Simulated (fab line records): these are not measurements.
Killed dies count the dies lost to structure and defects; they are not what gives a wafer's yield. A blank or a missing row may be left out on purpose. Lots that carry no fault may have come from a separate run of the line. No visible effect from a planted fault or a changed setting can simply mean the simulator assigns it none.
Comparing a struck lot with a sound one    flow gf180mcu    15 out of 602 route steps
Sound: the wafers L267.1, L267.2, L267.5. The struck wafers were L273.2, L273.3, L273.4. At the end, the cause is stated.
For every step that has rows: the tool of each side, followed by ch and its chambers, followed by its first start. Under that, the readings that differ: sound wafers    struck wafers    difference of the means    sigmas: that difference in standard deviations of wafers without a fault.
alike: words and numbers the same on both sides, and readings whose means are apart by under 2 such deviations; not compared: readings that were withheld, readings missing a value for some wafer, numbers with overlapping values and no deviation given by the record, and bounds like >300 which may hide the same value.
The two part at a step that has a row with sigmas, a row that says differs or no value, or rows on one side only. Non-overlapping numbers with no deviation appear without sigmas and do not part them. A reading missing from all wafers of one side parts the sides only when that side holds two or more wafers.

GF_V5_THK_MEAS_01:
  struck on film metro-04, day 29 23:50; sound on film metro-03, day 28 02:32
  alike: V5_CVD_00_THK
GF_V5_CVD_02: deposits SiO2 from TEOS, target thk 1450 nm, time 163.28 s.
  sound on pecvd-01 ch 0,1,2, day 28 02:36; struck on pecvd-01 ch 1,2, day 29 23:53
  alike: heater power w, susceptor temp C
GF_V5_THK_MEAS_03:
  struck on film metro-03, day 29 23:59; sound on film metro-03, day 28 02:42
  alike: V5_CVD_02_THK
GF_V5_CMP_04: polishes SiO2.
  sound on cmp-02 ch 1,2, day 28 02:49; struck on cmp-01 ch 1,2,3, day 30 00:02
  alike: motor current A
GF_V5_BOW_MEAS_05:
  struck on film metro-01, day 30 00:22; sound on film metro-04, day 28 03:04
  alike: V5_BOW
then, 6 steps without rows for these wafers: GF_V5_DEHYDRATE_06 (time 60 s); GF_V5_HMDS_07 (prime time 60 s); GF_V5_COAT_08; GF_V5_COAT_09 (resist thk 1000 nm); GF_V5_SOFTBAKE_10 (time 60 s); GF_V5_EXPOSE_11 (exposes mask Via5, target cd 260 nm).
GF_V5_PEB_12: peb time 91.15 s.
  sound on litho track-02 ch 0; struck on litho track-03 ch 0
  alike: plate sensor t centre C, plate sensor t edge C
GF_V5_DEVELOP_13: develop time 60 s.
  sound on litho track-02 ch 0, day 28 23:01; struck on litho track-03 ch 0, day 30 18:53
reading               sound              struck             difference  sigmas
developer temp C (C)  20.98 20.92 20.89  20.12 20.17 20.23  -0.76       -7
GF_V5_CD_MEAS_14: target cd 260 nm.
  struck on cd sem-01, day 30 19:01; sound on cd sem-01, day 28 23:10
  alike: cd nm
following that, these wafers have no rows for 1 step: GF_PASSIVATION_PROBE_99.

## WHERE THEY PART
At GF_V5_DEVELOP_13 and nowhere else, as far as this record goes. Later steps at which nothing parts them and some readings are alike: GF_V5_CD_MEAS_14.

WHY: whatever the simulator had introduced
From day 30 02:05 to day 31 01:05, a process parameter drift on litho track-03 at GF_V5_DEVELOP_13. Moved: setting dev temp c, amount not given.
